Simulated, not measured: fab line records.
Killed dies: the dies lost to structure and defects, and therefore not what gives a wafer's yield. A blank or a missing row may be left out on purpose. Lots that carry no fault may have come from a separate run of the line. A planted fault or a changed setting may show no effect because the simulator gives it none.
2 desks looking at one fault :: flow gf180mcu :: numbers are kept per desk, each desk with only its own; the story behind them comes last

TOOL OWNER'S DESK, litho_track-01
The tool's own readings at GF_DNWELL_COAT_02 (resist thk 3000 nm): means of the sampled wafers that have a number, for each lot that ran on this tool. Any lot whose mean is over 4 standard deviations away from the usual mean is out of limits and marked OUT; that distance is given in the brackets.
Columns: A = exhaust_pa at GF_DNWELL_COAT_02, usual 45.0 Pa
lot: L261
first seen here: day 2 11:05
A: 44.3

lot: L262
first seen here: day 2 17:25
A: 45.2

lot: L264
first seen here: day 3 04:08
A: 45.1

lot: L265
first seen here: day 3 09:11
A: 43.7

lot: L266
first seen here: day 3 15:13
A: 44.7

lot: L271
first seen here: day 4 16:49
A: 42.8

lot: L277
first seen here: day 6 00:07
A: 46.2

lot: L278
first seen here: day 6 04:35
A: 46.0
Result from this desk: across the 8 lots, nothing is out of limits.

FROM THE METROLOGY DESK
Means of the sampled wafers that have a number, per lot and without regard to the tool the lot ran on: this is what the gauges read. Any lot whose mean is over 4 standard deviations away from the usual mean is out of limits and marked OUT; that distance is given in the brackets.
Columns: A = VT_IMPLANT_OVL at GF_VT_IMPLANT_OVL_MEAS_07, usual 0.8 nm; B = NWELL_RS at GF_VT_IMPLANT_RS_MEAS_47, usual 487.6 ohm/sq; C = cd_nm at GF_HV_LDD_CD_MEAS_19, usual 399.8 nm
lot: L261
first seen here: day 5 15:34
A: -2.8
B: 486.7
C: 401.0

lot: L262
first seen here: day 5 20:56
A: -1.0
B: 488.3
C: 397.6

lot: L263
first seen here: day 6 07:19
A: -0.8
B: 487.0
C: 401.0

lot: L264
first seen here: day 6 11:18
A: 2.1
B: 487.7
C: 403.5

lot: L265
first seen here: day 6 18:13
A: 2.0
B: 485.5
C: 399.6

lot: L266
first seen here: day 7 01:10
A: 2.0
B: 486.1
C: 401.5

lot: L269
first seen here: day 7 16:41
A: 0.2
B: 486.6
C: 396.0

lot: L270
first seen here: day 8 01:40
A: 0.7
B: 487.9
C: 399.3

lot: L271
first seen here: day 8 05:01
A: 1.3
B: 487.9
C: 396.5

lot: L277
first seen here: day 9 17:28
A: -2.6
B: 488.3
C: 401.5

lot: L278
first seen here: day 10 00:22
A: -0.1
B: 488.6
C: 401.8

lot: L282
first seen here: day 11 01:08
A: 2.2
B: 488.7
C: 402.2

lot: L283
first seen here: day 11 10:11
A: -0.0
B: 490.0
C: 397.2

lot: L284
first seen here: day 11 19:35
A: 1.1
B: 488.6
C: 394.6
Result from this desk: across the 14 lots, nothing is out of limits.

BROUGHT TOGETHER
Nothing out of limits was seen by the tool owner's desk.
From the metrology desk's view, nothing was out of limits.

WHAT THE SIMULATOR HAD PUT IN
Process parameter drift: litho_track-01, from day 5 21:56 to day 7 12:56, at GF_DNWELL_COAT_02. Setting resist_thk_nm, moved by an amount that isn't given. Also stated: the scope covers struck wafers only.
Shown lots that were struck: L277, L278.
